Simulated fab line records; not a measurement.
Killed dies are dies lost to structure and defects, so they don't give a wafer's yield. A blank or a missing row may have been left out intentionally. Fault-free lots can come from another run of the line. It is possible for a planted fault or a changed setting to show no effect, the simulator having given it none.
Which tool did it? / flow sfq line / Sampling: 7 lots, 20 wafers, 2 of 325 route steps

WHAT THE GAUGES SHOWED, per wafer
SFQ_I7_BOW_MEAS_946.
lot=L832; measured=day 75 07:08; on=film metro-03; I7_BOW (um)=-1 7 -3
lot=L835; measured=day 75 19:03; on=film metro-04; I7_BOW (um)=1 -11 -8
lot=L837; measured=day 76 22:13; on=film metro-03; I7_BOW (um)=-8 -1 -6
lot=L841; measured=day 86 16:56; on=film metro-03; I7_BOW (um)=1 14 22
lot=L843; measured=day 86 19:56; on=film metro-04; I7_BOW (um)=0 9 1
lot=L851; measured=day 88 01:50; on=film metro-04; I7_BOW (um)=31 18
lot=L854; measured=day 88 18:28; on=film metro-04; I7_BOW (um)=9 6 10

EACH LOT AND THE TOOL THAT RAN IT (in order: tool; ch and the chambers of the sampled wafers; start)
lot=L832; SFQ_TRILAYER_M4_LITHO_COAT_093=litho track-03 ch 0, day 49 17:08
lot=L835; SFQ_TRILAYER_M4_LITHO_COAT_093=litho track-01 ch 0, day 50 18:29
lot=L837; SFQ_TRILAYER_M4_LITHO_COAT_093=litho track-01 ch 0, day 51 20:47
lot=L841; SFQ_TRILAYER_M4_LITHO_COAT_093=litho track-03 ch 0, day 54 09:37
lot=L843; SFQ_TRILAYER_M4_LITHO_COAT_093=litho track-02 ch 0, day 54 20:26
lot=L851; SFQ_TRILAYER_M4_LITHO_COAT_093=litho track-03 ch 0, day 57 07:34
lot=L854; SFQ_TRILAYER_M4_LITHO_COAT_093=litho track-02 ch 0, day 57 23:07
- SFQ_TRILAYER_M4_LITHO_COAT_093: resist thk 600 nm.

THE ANSWER, worked out from the rows above alone
Rule: what is usual is taken from the lots themselves. The widest of any qualifying gaps counts: lots, ordered by their means at a reading, are off when they make up no more than a third of the lots, leave a main group of 4 or more, and stand apart from it by 3 or more times the standard deviation of that group's means. The tables above print the reading to a certain number of digits; a main group whose means all agree to those digits is not used. Also off: a lot with no number at a reading for which 4 or more lots have one. All remaining lots with rows at the step are treated as sound.
Across all readings shown, no lot is off: no conclusion can be drawn from this.

WHAT THE SIMULATOR HAD PUT IN
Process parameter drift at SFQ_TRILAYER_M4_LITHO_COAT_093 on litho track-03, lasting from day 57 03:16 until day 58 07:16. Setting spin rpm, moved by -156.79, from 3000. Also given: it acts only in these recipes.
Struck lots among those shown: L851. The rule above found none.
